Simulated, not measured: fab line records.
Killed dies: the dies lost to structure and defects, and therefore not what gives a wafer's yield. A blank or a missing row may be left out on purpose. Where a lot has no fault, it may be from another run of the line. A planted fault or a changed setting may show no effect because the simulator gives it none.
fab line records + flow sky130
record
- lots=6
- wafers=18
- lastDay=50
route steps=708 shown VIA3@589 METAL4@598 PAD_OPEN@708
lots untouched by any fault: they come from a run of this same line in which no faults occurred
startH: hours from the record's opening day to when the first of the lot's shown wafers began + waitH: hours since the lot's step before + " identical to the entry in the row above + L1.1+2: a single row standing in for several wafers + - value missing, or start not given + * or withheld: withheld + < > ~ a bound
route shown NAME@n: a module of which the file shows steps, and the number in the route of the first + usual: mean/standard deviation of fault-free wafers + same: alike in all rows + chamber/n: place in a boat + sites: readings site by site + _std_site: standard deviation of those values + _edge_site: the outer-site mean with the inner-site mean subtracted + radiusMm: for every site, how far away it sits from the centre of the wafer + mask NAME#n: copy n + behind: tool/chamber where the wafer was last shaped + hold: cause of the lot's hold/its duration in hours/its outcome + device: names the non-switching transistor (n, p or np) + end of line: tests run on the same wafers once the route is complete + a step without rows: its recipe alone + killed: count of dies lost to structure and defects at first sort (not the wafer's yield) + map: shows each die of a wafer: x if killed, . if not, _ if none is there
set.NAME: the run value of the setting; set.NAME@STEP: its run value at that earlier step + model.NAME: the simulator's own value behind a step, which no gauge read
certain route steps with their lots: each step a table, each wafer a row
services: from which hour (startH, from the record's first day; less than 0 if before it) a tool's chamber was out of use, for how many hours, and why
## steps
# step SKY_VIA3_STRIP_16
# recipe
- chemistry=O2/N2
- powerW=1400
- pressureMtorr=1500
- platenTempC=withheld
- o2FlowSccm=3000
- n2FlowSccm=300
- overashFraction=0.5
# usual
- chamberPressureMTorr=1500.2/1.4
- drypumpMotorCurrentA=5.65/0.27
- oesProductAu=0.402/0.0046
- stripTimeToEndpointS=4.135/0.02
| lot.wafer | tool           | chamber | startH  | waitH | chamberPressureMTorr | drypumpMotorCurrentA | oesProductAu | rfHoursCounterH | stripTimeToEndpointS |
|-----------|----------------|---------|---------|-------|----------------------|----------------------|--------------|-----------------|----------------------|
| L415.1    | plasmaAsher-03 | 1       | 973.31  | 0.0   | 1500.9               | 5.94                 | 0.402        | 120             | 4.135                |
| L415.2    | "              | 0       | "       | "     | 1500.8               | 5.42                 | 0.402        | 120             | 4.104                |
| L415.3    | "              | 1       | "       | "     | 1500.5               | 5.93                 | 0.398        | -               | 4.147                |
| L414.1    | plasmaAsher-03 | 1       | 977.71  | 0.0   | 1500.3               | 5.97                 | 0.406        | 121             | 4.148                |
| L414.3    | "              | 0       | "       | "     | 1498.5               | 5.44                 | 0.401        | -               | 4.145                |
| L414.5    | "              | 0       | "       | "     | 1499.4               | 5.42                 | 0.406        | -               | 4.159                |
| L417.2    | plasmaAsher-03 | 1       | 989.19  | 0.0   | 1499.9               | 5.96                 | 0.409        | 122             | 4.100                |
| L417.4    | "              | 1       | "       | "     | 1497.6               | 5.95                 | 0.398        | -               | 4.095                |
| L417.5    | "              | 0       | "       | "     | 1497.5               | 5.43                 | 0.403        | -               | 4.128                |
| L422.3    | plasmaAsher-01 | 0       | 1021.01 | 0.1   | 1500.9               | 5.50                 | 0.402        | -               | 4.151                |
| L422.4    | "              | 1       | "       | "     | 1502.2               | 6.09                 | 0.406        | -               | 4.155                |
| L422.6    | "              | 1       | "       | "     | 1499.5               | 6.13                 | 0.409        | -               | 4.152                |
| L428.1    | plasmaAsher-03 | 0       | 1053.88 | 0.0   | 1499.4               | 5.47                 | 0.406        | 127             | 4.164                |
| L428.3    | "              | 1       | "       | "     | 1500.7               | 5.95                 | 0.400        | -               | 4.137                |
| L428.6    | "              | 0       | "       | "     | 1500.3               | 5.48                 | 0.397        | -               | 4.130                |
| L429.1    | plasmaAsher-03 | 0       | 1091.54 | 0.0   | 1501.7               | 5.45                 | 0.401        | 2               | 4.117                |
| L429.2    | "              | 1       | "       | "     | 1500.0               | 5.98                 | 0.398        | 2               | 4.108                |
| L429.6    | "              | 1       | "       | "     | 1500.5               | 5.97                 | 0.412        | -               | 4.117                |
# step SKY_VIA3_STRIP_17
# recipe
- chemistry=postEtchResidueRemover
- timeS=1200
- tempC=72.5
# step SKY_VIA3_CLEAN_18
# recipe
- chemistry=IPA
- timeS=180
- tempC=25
# step SKY_VIA3_CLEAN_19
# recipe
- chemistry=O3/DIW
- dry=n2Spin
# step SKY_VIA3_SPUTTER_20
# recipe
- material=TiN
- targetThkNm=20
- chamberPressurePa=5
- powerW=4000
- timeS=80
# step SKY_VIA3_CVD_21
# recipe
- material=W
- targetThkNm=390
- timeS=117.31
- tempC=400
- pressureTorr=40
# usual
- heaterPowerW=804/110
| lot.wafer | tool    | chamber | startH  | waitH | heaterPowerW |
|-----------|---------|---------|---------|-------|--------------|
| L415.1    | cvdW-01 | 1       | 973.97  | 0.0   | 896          |
| L415.2    | "       | 0       | "       | "     | 778          |
| L415.3    | "       | 0       | "       | "     | 784          |
| L414.1    | cvdW-02 | 0       | 978.48  | 0.0   | 875          |
| L414.3    | "       | 1       | "       | "     | 637          |
| L414.5    | "       | 1       | "       | "     | 644          |
| L417.2    | cvdW-02 | 1       | 989.84  | 0.0   | 644          |
| L417.4    | "       | 1       | "       | "     | 652          |
| L417.5    | "       | 1       | "       | "     | 655          |
| L422.3    | cvdW-02 | 1       | 1021.71 | 0.1   | 652          |
| L422.4    | "       | 0       | "       | "     | 902          |
| L422.6    | "       | 0       | "       | "     | 899          |
| L428.1    | cvdW-02 | 1       | 1054.53 | 0.0   | 656          |
| L428.3    | "       | 0       | "       | "     | 895          |
| L428.6    | "       | 1       | "       | "     | 658          |
| L429.1    | cvdW-01 | 1       | 1092.20 | 0.0   | 896          |
| L429.2    | "       | 0       | "       | "     | 791          |
| L429.6    | "       | 0       | "       | "     | 796          |
# step SKY_VIA3_RS_MEAS_22
# recipe
- thkMeasGauge=four-point-probe
- reads=W_of_VIA3_CVD_21+TiN_of_VIA3_SPUTTER_20
# usual
- VIA3_W_RS=0.2942/0.0025
| lot.wafer | tool         | chamber | startH  | waitH | VIA3_W_RS[ohm/sq] |
|-----------|--------------|---------|---------|-------|-------------------|
| L415.1    | filmMetro-02 | -       | 974.09  | 0.1   | 0.2930            |
| L415.2    | "            | -       | "       | "     | 0.2969            |
| L415.3    | "            | -       | "       | "     | 0.2948            |
| L414.1    | filmMetro-01 | -       | 978.60  | 0.1   | 0.2924            |
| L414.3    | "            | -       | "       | "     | 0.2976            |
| L414.5    | "            | -       | "       | "     | 0.2977            |
| L417.2    | filmMetro-01 | -       | 989.99  | 0.1   | 0.2962            |
| L417.4    | "            | -       | "       | "     | 0.2933            |
| L417.5    | "            | -       | "       | "     | 0.2951            |
| L422.3    | filmMetro-01 | -       | 1021.83 | 0.1   | 0.2930            |
| L422.4    | "            | -       | "       | "     | 0.2960            |
| L422.6    | "            | -       | "       | "     | 0.2948            |
| L428.1    | filmMetro-03 | -       | 1054.66 | 0.1   | 0.2960            |
| L428.3    | "            | -       | "       | "     | 0.2945            |
| L428.6    | "            | -       | "       | "     | 0.2958            |
| L429.1    | filmMetro-02 | -       | 1092.32 | 0.1   | 0.2918            |
| L429.2    | "            | -       | "       | "     | 0.2974            |
| L429.6    | "            | -       | "       | "     | 0.2912            |
# step SKY_VIA3_THK_MEAS_23
# recipe
- thkMeasGauge=xrf
- reads=W_of_VIA3_CVD_21
# usual
- VIA3_W_THK=380/6.6
| lot.wafer | tool         | chamber | startH  | waitH | VIA3_W_THK[nm] |
|-----------|--------------|---------|---------|-------|----------------|
| L415.1    | filmMetro-02 | -       | 974.21  | 0.1   | 378            |
| L415.2    | "            | -       | "       | "     | 375            |
| L415.3    | "            | -       | "       | "     | 374            |
| L414.1    | filmMetro-01 | -       | 978.72  | 0.1   | 385            |
| L414.3    | "            | -       | "       | "     | 378            |
| L414.5    | "            | -       | "       | "     | 375            |
| L417.2    | filmMetro-01 | -       | 990.10  | 0.1   | 383            |
| L417.4    | "            | -       | "       | "     | 385            |
| L417.5    | "            | -       | "       | "     | 383            |
| L422.3    | filmMetro-01 | -       | 1021.93 | 0.1   | 390            |
| L422.4    | "            | -       | "       | "     | 387            |
| L422.6    | "            | -       | "       | "     | 389            |
| L428.1    | filmMetro-03 | -       | 1054.78 | 0.1   | 376            |
| L428.3    | "            | -       | "       | "     | 380            |
| L428.6    | "            | -       | "       | "     | 377            |
| L429.1    | filmMetro-02 | -       | 1092.44 | 0.1   | 379            |
| L429.2    | "            | -       | "       | "     | 371            |
| L429.6    | "            | -       | "       | "     | 381            |
# step SKY_VIA3_CMP_24
# recipe
- stopOn=SiO2
- tOverpolishS=20
- downForcePsi=3.5
- platenRpm=60
- targetThkNm=0
- padVelocityMS=0.94248
# usual
- motorCurrentA=10.4/1.2
- overpolishRunS=20.000/0.0083
- timeToEndpointS=95.7/2.7
| lot.wafer | tool   | chamber | startH  | waitH | motorCurrentA | overpolishRunS | timeToEndpointS |
|-----------|--------|---------|---------|-------|---------------|----------------|-----------------|
| L415.3    | cmp-01 | 3       | 974.27  | 0.0   | 10.3          | 19.999         | 98.1            |
| L415.1    | "      | 1       | "       | "     | 10.2          | 19.984         | 96.1            |
| L415.2    | "      | 2       | "       | "     | 11.0          | 20.008         | 95.1            |
| L414.1    | cmp-01 | 3       | 978.88  | 0.1   | 10.2          | 20.001         | 96.8            |
| L414.3    | "      | 0       | "       | "     | 8.9           | 20.000         | 93.1            |
| L414.5    | "      | 1       | "       | "     | 10.3          | 20.001         | 93.4            |
| L417.2    | cmp-01 | 3       | 990.15  | 0.0   | 9.7           | 19.985         | 97.7            |
| L417.4    | "      | 0       | "       | "     | 8.8           | 20.028         | 97.7            |
| L417.5    | "      | 0       | "       | "     | 8.8           | 20.000         | 94.0            |
| L422.3    | cmp-02 | 0       | 1022.07 | 0.1   | 11.1          | 20.001         | 95.4            |
| L422.4    | "      | 1       | "       | "     | 8.8           | 19.996         | 91.9            |
| L422.6    | "      | 3       | "       | "     | 11.8          | 20.005         | 92.7            |
| L428.3    | cmp-02 | 1       | 1054.94 | 0.1   | 9.1           | 20.006         | 98.6            |
| L428.1    | "      | 2       | "       | "     | 10.8          | 20.001         | 97.8            |
| L428.6    | "      | 0       | "       | "     | 11.4          | 19.996         | 96.3            |
| L429.2    | cmp-01 | 3       | 1092.55 | 0.1   | 10.4          | 20.000         | 96.0            |
| L429.1    | "      | 0       | "       | "     | 8.9           | 19.997         | 100.3           |
| L429.6    | "      | 3       | "       | "     | 10.5          | 20.006         | 100.5           |
# step SKY_METAL4_SPUTTER_00
# recipe
- material=Ti
- targetThkNm=15
- powerW=3000
- timeS=10
- chamberPressurePa=0.4
# step SKY_METAL4_SPUTTER_01
# recipe
- material=TiN
- targetThkNm=20
- powerW=6500
- timeS=16.7
- chamberPressurePa=0.4
# usual
- cathodeDcPowerW=6499.9/1.4
- throttleValvePct=29.8/0.98
| lot.wafer | tool          | chamber | startH  | waitH | cathodeDcPowerW | throttleValvePct |
|-----------|---------------|---------|---------|-------|-----------------|------------------|
| L415.1    | pvdSputter-03 | -       | 974.59  | 0.0   | 6499.6          | 29.5             |
| L415.2    | "             | -       | "       | "     | 6500.4          | 31.1             |
| L415.3    | "             | -       | "       | "     | 6498.6          | 28.8             |
| L414.1    | pvdSputter-01 | -       | 979.10  | 0.0   | 6497.9          | 30.8             |
| L414.3    | "             | -       | "       | "     | 6502.8          | 28.9             |
| L414.5    | "             | -       | "       | "     | 6497.1          | 28.9             |
| L417.2    | pvdSputter-02 | -       | 990.47  | 0.0   | 6499.6          | 28.4             |
| L417.4    | "             | -       | "       | "     | 6500.3          | 29.1             |
| L417.5    | "             | -       | "       | "     | 6497.5          | 29.3             |
| L422.3    | pvdSputter-02 | -       | 1022.29 | 0.0   | 6501.7          | 30.3             |
| L422.4    | "             | -       | "       | "     | 6502.3          | 28.4             |
| L422.6    | "             | -       | "       | "     | 6501.5          | 29.1             |
| L428.1    | pvdSputter-03 | -       | 1055.16 | 0.0   | 6501.3          | 29.4             |
| L428.3    | "             | -       | "       | "     | 6499.5          | 31.4             |
| L428.6    | "             | -       | "       | "     | 6502.6          | 29.8             |
| L429.1    | pvdSputter-03 | -       | 1092.83 | 0.0   | 6499.7          | 28.5             |
| L429.2    | "             | -       | "       | "     | 6500.0          | 30.1             |
| L429.6    | "             | -       | "       | "     | 6500.5          | 31.4             |
# step SKY_METAL4_SPUTTER_02
# recipe
- material=AlCu
- targetThkNm=735
- powerW=10600
- timeS=39.1
- chamberPressurePa=0.4
# usual
- cathodeDcPowerW=10600/2
- throttleValvePct=29.7/0.98
| lot.wafer | tool          | chamber | startH  | waitH | cathodeDcPowerW | throttleValvePct |
|-----------|---------------|---------|---------|-------|-----------------|------------------|
| L415.1    | pvdSputter-03 | -       | 974.62  | 0.0   | 10604           | 29.6             |
| L415.2    | "             | -       | "       | "     | 10601           | 31.0             |
| L415.3    | "             | -       | "       | "     | 10604           | 28.5             |
| L414.1    | pvdSputter-01 | -       | 979.13  | 0.0   | 10598           | 31.1             |
| L414.3    | "             | -       | "       | "     | 10599           | 28.6             |
| L414.5    | "             | -       | "       | "     | 10596           | 28.7             |
| L417.2    | pvdSputter-02 | -       | 990.49  | 0.0   | 10600           | 28.1             |
| L417.4    | "             | -       | "       | "     | 10600           | 29.0             |
| L417.5    | "             | -       | "       | "     | 10600           | 29.4             |
| L422.3    | pvdSputter-02 | -       | 1022.32 | 0.0   | 10601           | 30.5             |
| L422.4    | "             | -       | "       | "     | 10601           | 28.3             |
| L422.6    | "             | -       | "       | "     | 10599           | 29.2             |
| L428.1    | pvdSputter-03 | -       | 1055.18 | 0.0   | 10603           | 29.6             |
| L428.3    | "             | -       | "       | "     | 10601           | 31.3             |
| L428.6    | "             | -       | "       | "     | 10598           | 29.9             |
| L429.1    | pvdSputter-03 | -       | 1092.85 | 0.0   | 10603           | 28.4             |
| L429.2    | "             | -       | "       | "     | 10602           | 29.9             |
| L429.6    | "             | -       | "       | "     | 10601           | 31.4             |
# step SKY_METAL4_SPUTTER_03
# recipe
- material=Ti
- targetThkNm=5
- powerW=3000
- timeS=3.3
- chamberPressurePa=0.4
# usual
- cathodeDcPowerW=3000.0/0.51
- throttleValvePct=29.7/0.95
| lot.wafer | tool          | chamber | startH  | waitH | cathodeDcPowerW | throttleValvePct |
|-----------|---------------|---------|---------|-------|-----------------|------------------|
| L415.1    | pvdSputter-03 | -       | 974.66  | 0.0   | 2999.9          | 29.6             |
| L415.2    | "             | -       | "       | "     | 3000.7          | 31.4             |
| L415.3    | "             | -       | "       | "     | 3000.5          | 28.4             |
| L414.1    | pvdSputter-01 | -       | 979.16  | 0.0   | 3000.1          | 31.0             |
| L414.3    | "             | -       | "       | "     | 3000.3          | 28.9             |
| L414.5    | "             | -       | "       | "     | 3000.1          | 28.6             |
| L417.2    | pvdSputter-02 | -       | 990.53  | 0.0   | 2999.8          | 28.5             |
| L417.4    | "             | -       | "       | "     | 2999.1          | 29.3             |
| L417.5    | "             | -       | "       | "     | 2999.8          | 29.1             |
| L422.3    | pvdSputter-02 | -       | 1022.36 | 0.0   | 3000.5          | 30.5             |
| L422.4    | "             | -       | "       | "     | 3000.1          | 28.3             |
| L422.6    | "             | -       | "       | "     | 3000.6          | 29.5             |
| L428.1    | pvdSputter-03 | -       | 1055.22 | 0.0   | 2999.9          | 29.6             |
| L428.3    | "             | -       | "       | "     | 2918.2          | 31.1             |
| L428.6    | "             | -       | "       | "     | 2998.9          | 30.1             |
| L429.1    | pvdSputter-03 | -       | 1092.89 | 0.0   | 3000.2          | 28.6             |
| L429.2    | "             | -       | "       | "     | 3000.2          | 29.8             |
| L429.6    | "             | -       | "       | "     | 2918.5          | 31.3             |
# step SKY_METAL4_SPUTTER_04
# recipe
- material=TiN
- targetThkNm=70
- powerW=6500
- timeS=58.3
- chamberPressurePa=0.4
# step SKY_PAD_OPEN_PROBE_99
# usual
- defectLimitedYield=82.5/2
- killed_at_M0_to_M3=44/6.9
- killed_at_M4_up=3.1/1.7
- killedAtContacts=25/5.6
- killedAtFrontEnd=14/4.3
- killedAtOther=0.3/0.51
- killedDies=86/9.8
- killedOpen=47/6.5
- killedShort=39/6.6
- sort_bin_3_pad_short=0.8/0.46
- sort_bin_5_function=10.3/1.5
- sort_bin_6_memory=6.4/1
- sortNPass=406/9.8
- sortYieldPct=82.5/2
# same
- grossDies=492
- killedAtBackSide=0
- sort_bin_4_leakage[%]=0
- sort_bin_8_speed[%]=0
| lot.wafer | tool      | chamber | startH  | waitH | defectLimitedYield[%] | killed_at_M0_to_M3 | killed_at_M4_up | killedAtContacts | killedAtFrontEnd | killedAtOther | killedDies | killedOpen | killedShort | sort_bin_3_pad_short[%] | sort_bin_5_function[%] | sort_bin_6_memory[%] | sortNPass | sortYieldPct[%] |
|-----------|-----------|---------|---------|-------|-----------------------|--------------------|-----------------|------------------|------------------|---------------|------------|------------|-------------|-------------------------|------------------------|----------------------|-----------|-----------------|
| L414.1    | prober-02 | -       | 1120.67 | 0.1   | 79.9                  | 51                 | 2               | 32               | 14               | 0             | 99         | 50         | 49          | 1.6                     | 11.6                   | 6.9                  | 393       | 79.9            |
| L414.3    | prober-02 | -       | 1120.77 | 0.2   | 83.7                  | 41                 | 4               | 19               | 16               | 0             | 80         | 48         | 32          | 1.4                     | 9.8                    | 5.1                  | 412       | 83.7            |
| L414.5    | prober-02 | -       | 1120.87 | 0.2   | 82.9                  | 47                 | 6               | 18               | 13               | 0             | 84         | 46         | 38          | 0.8                     | 10.6                   | 5.7                  | 408       | 82.9            |
| L417.2    | prober-02 | -       | 1128.69 | 0.1   | 80.1                  | 53                 | 5               | 27               | 13               | 0             | 98         | 55         | 43          | 0.6                     | 10.6                   | 8.7                  | 394       | 80.1            |
| L417.4    | prober-02 | -       | 1128.79 | 0.2   | 81.1                  | 55                 | 4               | 22               | 12               | 0             | 93         | 46         | 47          | 2.4                     | 10.6                   | 5.9                  | 399       | 81.1            |
| L417.5    | prober-02 | -       | 1128.84 | 0.2   | 81.9                  | 45                 | 4               | 26               | 14               | 0             | 89         | 50         | 39          | 0.6                     | 12.4                   | 5.1                  | 403       | 81.9            |
| L422.3    | prober-01 | -       | 1156.84 | 0.2   | 81.9                  | 44                 | 3               | 18               | 24               | 0             | 89         | 55         | 34          | 0.2                     | 10.0                   | 7.9                  | 403       | 81.9            |
| L422.4    | prober-01 | -       | 1156.89 | 0.2   | 80.3                  | 46                 | 6               | 28               | 17               | 0             | 97         | 54         | 43          | 0.6                     | 12.8                   | 6.3                  | 395       | 80.3            |
| L422.6    | prober-01 | -       | 1156.99 | 0.2   | 84.6                  | 44                 | 4               | 19               | 9                | 0             | 76         | 42         | 34          | 1.0                     | 8.5                    | 5.9                  | 416       | 84.6            |
| L428.1    | prober-01 | -       | 1183.43 | 0.1   | 80.3                  | 44                 | 3               | 33               | 17               | 0             | 97         | 54         | 43          | 0.8                     | 12.6                   | 6.3                  | 395       | 80.3            |
| L428.3    | prober-01 | -       | 1183.53 | 0.2   | 81.5                  | 49                 | 4               | 21               | 17               | 0             | 91         | 49         | 42          | 1.0                     | 11.6                   | 5.9                  | 401       | 81.5            |
| L428.6    | prober-01 | -       | 1183.68 | 0.2   | 84.1                  | 37                 | 3               | 28               | 10               | 0             | 78         | 47         | 31          | 0.4                     | 8.5                    | 6.9                  | 414       | 84.1            |
# killed by level:class
L414.1 VIA1:geometricParticle:open=11 LI_CONTACT:geometricParticle:open=11 METAL1:geometricParticle:short=8 VIA3:geometricParticle:open=8 CONTACT:geometricParticle:open=7 VIA1:geometricParticle:short=7 METAL2:geometricParticle:short=6 LOCAL_INTERCONNECT:geometricParticle:short=6
L414.3 CONTACT:geometricParticle:open=11 VIA1:geometricParticle:open=11 METAL2:geometricParticle:short=9 POLY_GATE:geometricParticle:short=6 LI_CONTACT:geometricParticle:open=6 VIA1:geometricParticle:short=5 SPACER:geometricParticle:open=5 METAL2:geometricParticle:open=5
L414.5 METAL1:geometricParticle:short=9 LI_CONTACT:geometricParticle:open=8 METAL1:geometricParticle:open=7 CONTACT:geometricParticle:open=6 VIA1:geometricParticle:open=6 POLY_GATE:geometricParticle:short=5 VIA1:geometricParticle:short=5 METAL2:geometricParticle:short=5
L417.2 VIA1:geometricParticle:open=18 CONTACT:geometricParticle:open=13 METAL1:geometricParticle:short=9 CONTACT:geometricParticle:short=8 METAL2:geometricParticle:short=6 VIA2:geometricParticle:open=6 VIA3:geometricParticle:open=4 METAL4:geometricParticle:short=4
L417.4 VIA1:geometricParticle:open=16 METAL1:geometricParticle:short=7 VIA2:geometricParticle:short=6 FIELD_ISO:geometricParticle:short=5 LI_CONTACT:geometricParticle:short=5 METAL1:geometricParticle:open=4 LOCAL_INTERCONNECT:geometricParticle:short=4 CONTACT:geometricParticle:short=4
L417.5 CONTACT:geometricParticle:open=9 LI_CONTACT:geometricParticle:open=8 VIA2:geometricParticle:open=8 VIA1:geometricParticle:open=6 METAL2:geometricParticle:short=6 POLY_GATE:geometricParticle:short=5 CONTACT:geometricParticle:short=5 METAL3:geometricParticle:short=5
L422.3 VIA1:geometricParticle:open=13 POLY_GATE:geometricParticle:open=9 CONTACT:geometricParticle:open=8 VIA3:geometricParticle:open=7 VIA2:geometricParticle:open=6 POLY_GATE:geometricParticle:short=5 FIELD_ISO:geometricParticle:open=4 LI_CONTACT:geometricParticle:open=4
L422.4 VIA1:geometricParticle:open=13 CONTACT:geometricParticle:short=9 VIA2:geometricParticle:open=9 LI_CONTACT:geometricParticle:open=8 CONTACT:geometricParticle:open=7 FIELD_ISO:geometricParticle:short=6 METAL1:geometricParticle:short=6 FIELD_ISO:geometricParticle:open=5
L422.6 VIA1:geometricParticle:open=12 CONTACT:geometricParticle:open=8 CONTACT:geometricParticle:short=6 VIA1:geometricParticle:short=6 METAL1:geometricParticle:short=5 METAL1:geometricParticle:open=5 FIELD_ISO:geometricParticle:open=4 VIA3:geometricParticle:open=4
L428.1 CONTACT:geometricParticle:open=11 LI_CONTACT:geometricParticle:open=9 VIA3:geometricParticle:open=9 VIA2:geometricParticle:open=8 METAL2:geometricParticle:short=7 LOCAL_INTERCONNECT:geometricParticle:short=6 POLY_GATE:geometricParticle:open=5 VIA1:geometricParticle:open=5
L428.3 VIA1:geometricParticle:open=12 LI_CONTACT:geometricParticle:open=7 VIA1:geometricParticle:short=7 VIA2:geometricParticle:open=7 CONTACT:geometricParticle:open=6 VIA3:geometricParticle:open=6 POLY_GATE:geometricParticle:open=5 CONTACT:geometricParticle:short=5
L428.6 CONTACT:geometricParticle:open=10 LI_CONTACT:geometricParticle:open=9 METAL2:geometricParticle:short=9 VIA2:geometricParticle:open=6 VIA3:geometricParticle:open=6 FIELD_ISO:geometricParticle:open=5 VIA1:geometricParticle:open=4 FIELD_ISO:geometricParticle:short=3
## services
| tool           | chamber | startH  | hours | kind                          |
|----------------|---------|---------|-------|-------------------------------|
| plasmaAsher-01 | -       | 960.67  | 23.7  | repair                        |
| cmp-02         | -       | 961.51  | 5.8   | pm                            |
| cmp-02         | -       | 985.68  | 0.9   | repair                        |
| cmp-02         | -       | 999.84  | 7.2   | pm                            |
| cmp-02         | -       | 1007.70 | 1.8   | repair                        |
| plasmaAsher-03 | -       | 1014.58 | 14.6  | pm                            |
| cmp-01         | -       | 1020.43 | 2.0   | repair                        |
| cmp-02         | -       | 1042.62 | 9.0   | repair                        |
| plasmaAsher-01 | -       | 1049.09 | 7.9   | repair                        |
| plasmaAsher-03 | -       | 1055.25 | 9.0   | pm                            |
| plasmaAsher-03 | 0       | 1055.25 | 9.0   | ventCycle                     |
| plasmaAsher-03 | 1       | 1055.25 | 9.0   | ventCycle                     |
| plasmaAsher-03 | 0       | 1064.25 | -     | clean                         |
| plasmaAsher-03 | 1       | 1064.25 | -     | clean                         |
| cmp-02         | -       | 1065.89 | 10.0  | pm                            |
| plasmaAsher-03 | -       | 1072.21 | 11.9  | repair                        |
| pvdSputter-01  | -       | 1072.57 | 0.6   | repair                        |
| cvdW-02        | -       | 1082.14 | 1.1   | repair                        |
| plasmaAsher-01 | -       | 1083.75 | 3.9   | repair                        |
| cmp-02         | -       | 1084.00 | 4.0   | pm                            |
| cmp-02         | -       | 1088.00 | -     | consumableReplace:conditioner |
| cmp-02         | -       | 1088.00 | -     | consumableReplace:pad         |
## key
firstSign
- step=SKY_METAL4_SPUTTER_03
- reading=cathodeDcPowerW
- direction=down
- sigmas=99+
- usual=3000.0
- struck=2918.4
effect none on later readings
metAt SKY_METAL4_SPUTTER_03
struckWafers L428.3,L429.6
onsetBetween 974.66 1055.22
fault
- kind=processParameterDrift
- tool=pvdSputter-03
- chamber=-
- onsetH=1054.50
- steps=SKY_METAL4_SPUTTER_03
- channel=powerW
- offset=*
- shape=step
- endH=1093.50
- actsIn=*
- stated=*
- scope=struckWafersOnly
